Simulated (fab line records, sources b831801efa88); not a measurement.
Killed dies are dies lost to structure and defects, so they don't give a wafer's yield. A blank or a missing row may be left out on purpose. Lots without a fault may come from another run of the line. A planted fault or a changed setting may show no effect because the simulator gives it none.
fab line records | flow sfq_line | part 2 of 2: steps 24 to 34 of 34
record lots=5 wafers=15 last_day=85
route steps=325 shown M5@205 A5B@209 R5@212 I5@228
lots that met no fault: from a run of the same line without faults
start_h: hours from the record's first day to the start of the lot's first wafer shown | wait_h: hours since the lot's step before | " the same as in the row above | L1.1+2: a row that stands for several wafers | - no value, or no start given | * or withheld: withheld | < > ~ a bound
route shown NAME@n: a module of which the file shows steps, and the number in the route of the first | usual: mean/standard deviation of fault-free wafers | same: alike in all rows | chamber/n: place in a boat | sites: the reading at each site | _std_site: their standard deviation | _edge_site: outer sites' mean less inner sites' | radius_mm: how far each site lies from the wafer's centre | mask NAME#n: copy n | behind: the tool/chamber that last shaped the wafer | hold: why the lot was held/for how many hours/how that ended | device: the transistor (n, p or np) that didn't switch | end of line: the same wafers' tests at the end of the route | a step without rows: its recipe alone | killed: dies lost to structure and defects at the first sort, not the wafer's yield | map: a wafer's dies, x killed, . not, _ none there
set.NAME: the setting as run; set.NAME@STEP: as run at that earlier step | model.NAME: the simulator's own value behind a step, which no gauge read
lots at some steps of the route; a table a step, a row a wafer
services: from which hour (start_h, from the record's first day; less than 0 if before it) a tool's chamber was out of use, for how many hours, and why
## steps
# step SFQ_TRILAYER_A5C_DEP_PECVD_142
# recipe material=SiO2 temp_c=150 time_s=15.556 pressure_torr=2.4 rf_w=183.3 precursor=SiH4/N2O target_thk_nm=70
# usual heater_power_w=86/16 rf_fwd_power_W=180.2/0.78 throttle_valve_pct=24.5/0.77
# columns lot.wafer tool chamber start_h wait_h heater_power_w rf_fwd_power_W throttle_valve_pct
L075.1 pecvd-02 0 1375.13 0.0 71 179.1 25.4
L075.3 " 1 " " 84 179.2 24.6
L075.5 " 0 " " 70 180.1 25.4
L077.2 pecvd-02 2 1384.47 0.0 107 181.9 24.5
L077.4 " 0 " " 69 179.6 25.6
L077.5 " 1 " " 79 179.4 24.6
L082.2 pecvd-02 0 1411.28 0.0 73 179.4 25.6
L082.5 " 0 " " 74 179.6 25.7
L082.6 " 1 " " 88 180.1 24.7
L091.1 pecvd-04 0 1476.96 0.0 103 180.2 23.4
L091.3 " 2 " " 87 180.3 23.6
L091.5 " 2 " " 87 180.2 23.6
L096.1 pecvd-04 0 1497.53 0.0 92 179.6 23.2
L096.3 " 2 " " 76 181.1 23.4
L096.6 " 1 " " 65 180.1 24.6
# step SFQ_TRILAYER_I5_LITHO_COAT_149
# recipe resist=BARC spin_rpm=3000 resist_thk_nm=62
# columns lot.wafer tool chamber start_h wait_h
L075.1+3+5 litho_track-01 0 1375.16 0.0
L077.2+4+5 litho_track-01 0 1384.55 0.1
L082.2+5+6 litho_track-01 0 1411.35 0.1
L091.1+3+5 litho_track-04 0 1476.98 0.0
L096.1+3+6 litho_track-01 0 1497.56 0.0
# step SFQ_TRILAYER_I5_LITHO_COAT_144
# recipe resist=KrF spin_rpm=3000 resist_thk_nm=650
# columns lot.wafer tool chamber start_h wait_h
L075.1+3+5 litho_track-01 0 1375.46 0.2
L077.2+4+5 litho_track-01 0 1384.85 0.2
L082.2+5+6 litho_track-01 0 1411.65 0.2
L091.1+3+5 litho_track-04 0 1477.28 0.2
L096.1+3+6 litho_track-01 0 1497.86 0.2
# step SFQ_TRILAYER_I5_LITHO_SOFTBAKE_148
# recipe temp_c=withheld time_s=withheld resist=KrF
# columns lot.wafer tool chamber start_h wait_h
L075.1+3+5 litho_track-01 0 1375.76 0.2
L077.2+4+5 litho_track-01 0 1385.12 0.2
L082.2+5+6 litho_track-01 0 1411.93 0.2
L091.1+3+5 litho_track-04 0 1477.58 0.2
L096.1+3+6 litho_track-01 0 1498.16 0.2
# step SFQ_TRILAYER_I5_LITHO_EXPOSE_145
# recipe mask_id=I5 na=0.6 source_shape=conventional sigma_outer=0.65 target_cd_nm=700 dose_mj=21.3
# same na=0.6
# columns lot.wafer tool chamber start_h wait_h mask
L075.1+3+5 krf_scanner-02 0 1496.48 - I5#0
L077.2+4+5 krf_scanner-02 0 1506.28 - I5#0
L082.2+5+6 krf_scanner-01 0 1537.13 - I5#0
L091.1+3+5 krf_scanner-02 0 1584.83 - I5#0
L096.1+3+6 krf_scanner-01 0 1606.82 - I5#0
# step SFQ_TRILAYER_I5_LITHO_PEB_147
# recipe peb_temp_c=115 peb_time_s=60 resist=KrF
# columns lot.wafer tool chamber start_h wait_h
L075.1+3+5 litho_track-04 0 1497.68 1.0
L077.2+4+5 litho_track-03 0 1507.30 0.8
L082.2+5+6 litho_track-03 0 1538.15 0.8
L091.1+3+5 litho_track-03 0 1586.03 1.0
L096.1+3+6 litho_track-03 0 1608.02 1.0
# step SFQ_TRILAYER_I5_LITHO_DEVELOP_146
# recipe time_s=60 resist=KrF
# columns lot.wafer tool chamber start_h wait_h
L075.1+3+5 litho_track-04 0 1497.83 0.1
L077.2+4+5 litho_track-03 0 1507.45 0.1
L082.2+5+6 litho_track-03 0 1538.30 0.1
L091.1+3+5 litho_track-03 0 1586.18 0.1
L096.1+3+6 litho_track-03 0 1608.17 0.1
# step SFQ_I5_OVL_MEAS_936
# usual I5_OVL=0/5.5
# columns lot.wafer tool chamber start_h wait_h I5_OVL[nm]
L075.1 overlay-02 - 1497.98 0.1 3
L075.3 " - " " 3
L075.5 " - " " 1
L077.2 overlay-01 - 1507.58 0.1 -2
L077.4 " - " " 2
L077.5 " - " " -5
L082.2 overlay-01 - 1538.43 0.1 2
L082.5 " - " " 4
L082.6 " - " " 6
L091.1 overlay-02 - 1586.33 0.1 -6
L091.3 " - " " -1
L091.5 " - " " -3
L096.1 overlay-01 - 1608.32 0.1 -5
L096.3 " - " " 3
L096.6 " - " " 3
# step SFQ_TRILAYER_I5_BARC_OPEN_VIA_ETCH_200
# recipe mask_material=PR chemistry=O2 target_depth_nm=125 target=BARC source_w=500 bias_w=80 pressure_mtorr=30 time_s=41.7
# usual chamber_pressure_mTorr=30.005/0.028 drypump_motor_current_A=5.55/0.25 oes_product_au=0.685/0.0043 rf_fwd_power_W=495.3/1.6
# columns lot.wafer tool chamber start_h wait_h chamber_pressure_mTorr drypump_motor_current_A oes_product_au rf_fwd_power_W rf_hours_counter_h
L075.1 rie_diel-02 2 1498.01 0.0 29.998 5.52 0.678 492.2 15
L075.3 " 1 " " 29.966 5.76 0.688 494.8 18
L075.5 " 1 " " 29.966 5.76 0.682 497.3 -
L077.2 rie_diel-01 0 1507.61 0.0 29.989 5.08 0.688 493.7 13
L077.4 " 3 " " 29.992 5.65 0.692 494.1 5
L077.5 " 2 " " 29.992 5.40 0.688 494.4 -
L082.2 rie_diel-02 1 1538.46 0.0 30.022 5.75 0.682 494.1 19
L082.5 " 1 " " 30.065 5.74 0.683 494.5 -
L082.6 " 3 " " 29.995 5.77 0.687 494.9 -
L091.1 rie_diel-04 3 1586.37 0.0 29.999 5.38 0.689 495.2 19
L091.3 " 1 " " 29.952 5.96 0.683 497.2 2
L091.5 " 3 " " 29.978 5.39 0.677 496.3 -
L096.1 rie_diel-01 3 1608.35 0.0 29.967 5.67 0.686 495.4 7
L096.3 " 2 " " 30.021 5.42 0.682 497.0 18
L096.6 " 2 " " 30.034 5.43 0.682 495.8 -
# step SFQ_TRILAYER_I5_ETCH_VIA_ETCH_147
# recipe stop_on=Nb mask_material=PR chemistry=CHF3 target_depth_nm=360 source_w=500 bias_w=80 pressure_mtorr=30 time_s=withheld
# usual chamber_pressure_mTorr=30.000/0.025 drypump_motor_current_A=5.55/0.25 oes_product_au=0.986/0.0076 rf_fwd_power_W=498.8/1.6
# columns lot.wafer tool chamber start_h wait_h chamber_pressure_mTorr drypump_motor_current_A oes_product_au rf_fwd_power_W
L075.1 rie_diel-02 2 1498.05 0.0 29.979 5.47 0.983 497.9
L075.3 " 1 " " 29.987 5.76 0.997 498.0
L075.5 " 1 " " 30.026 5.77 0.990 500.3
L077.2 rie_diel-01 0 1507.65 0.0 30.010 5.10 0.986 503.0
L077.4 " 3 " " 30.024 5.67 0.986 497.9
L077.5 " 2 " " 30.040 5.41 0.992 500.3
L082.2 rie_diel-02 1 1538.50 0.0 29.977 5.78 0.996 501.2
L082.5 " 1 " " 30.005 5.76 0.989 499.2
L082.6 " 3 " " 30.004 5.78 0.991 497.1
L091.1 rie_diel-04 3 1586.41 0.0 29.961 5.38 0.989 499.6
L091.3 " 1 " " 29.976 5.95 0.986 500.6
L091.5 " 3 " " 30.007 5.33 0.988 498.0
L096.1 rie_diel-01 3 1608.39 0.0 29.979 5.65 0.987 498.5
L096.3 " 2 " " 29.989 5.41 0.991 496.8
L096.6 " 2 " " 30.004 5.41 0.993 499.0
# step SFQ_TRILAYER_I5_STRIP_STRIP_148
# recipe gas=O2 power_w=200 platen_temp_c=40 overash_fraction=0.65 chemistry=O2 pressure_mtorr=50
# usual chamber_pressure_mTorr=50.01/0.044 drypump_motor_current_A=5.6/0.32 oes_product_au=0.999/0.014
# columns lot.wafer tool chamber start_h wait_h chamber_pressure_mTorr drypump_motor_current_A oes_product_au rf_hours_counter_h
L075.1 rie_metal-04 1 1498.20 - 50.00 5.5 0.985 59
L075.3 " 1 " " 49.97 5.5 1.001 -
L075.5 " 0 " " 50.02 5.7 0.977 -
L077.2 rie_metal-01 0 1507.80 - 50.02 5.6 1.011 30
L077.4 " 0 " " 49.95 5.6 1.026 -
L077.5 " 1 " " 49.96 5.3 0.988 -
L082.2 rie_metal-02 0 1538.65 - 49.97 5.5 1.000 102
L082.5 " 0 " " 50.01 5.5 0.995 -
L082.6 " 1 " " 50.04 6.2 1.001 -
L091.1 rie_metal-01 0 1586.56 - 49.94 5.6 1.011 40
L091.3 " 0 " " 50.01 5.6 1.005 -
L091.5 " 1 " " 50.05 5.3 0.980 -
L096.1 rie_metal-01 0 1608.54 - 49.99 5.6 1.019 43
L096.3 " 1 " " 50.03 5.3 0.975 -
L096.6 " 1 " " 50.03 5.3 0.978 -
## services
# columns tool chamber start_h hours kind
rie_metal-02 - 1220.02 2.8 pm
krf_scanner-01 - 1235.73 1.3 pm
krf_scanner-01 - 1275.43 3.6 pm
krf_scanner-01 - 1296.13 1.0 pm
krf_scanner-01 - 1308.73 0.6 repair
rie_metal-03 0 1335.98 4.6 repair
rie_metal-04 - 1338.10 15.6 pm
krf_scanner-01 - 1377.10 0.6 repair
krf_scanner-01 - 1383.00 0.8 pm
rie_metal-01 1 1386.96 23.0 repair
rie_metal-03 - 1406.32 1.4 pm
krf_scanner-01 - 1407.53 1.3 pm
rie_metal-04 1 1412.25 45.4 repair
krf_scanner-01 - 1454.03 5.5 repair
krf_scanner-01 - 1466.00 1.0 pm
rie_metal-01 - 1466.96 1.0 repair
rie_metal-04 - 1542.24 14.6 pm
krf_scanner-01 - 1552.53 0.8 pm
rie_metal-03 0 1555.44 6.7 repair
pvd_sputter-03 - 1562.74 6.2 repair
rie_metal-03 1 1566.50 1.8 repair
pvd_sputter-03 - 1570.17 0.9 repair
rie_metal-02 - 1570.84 1.4 pm
rie_metal-02 - 1598.34 14.6 pm
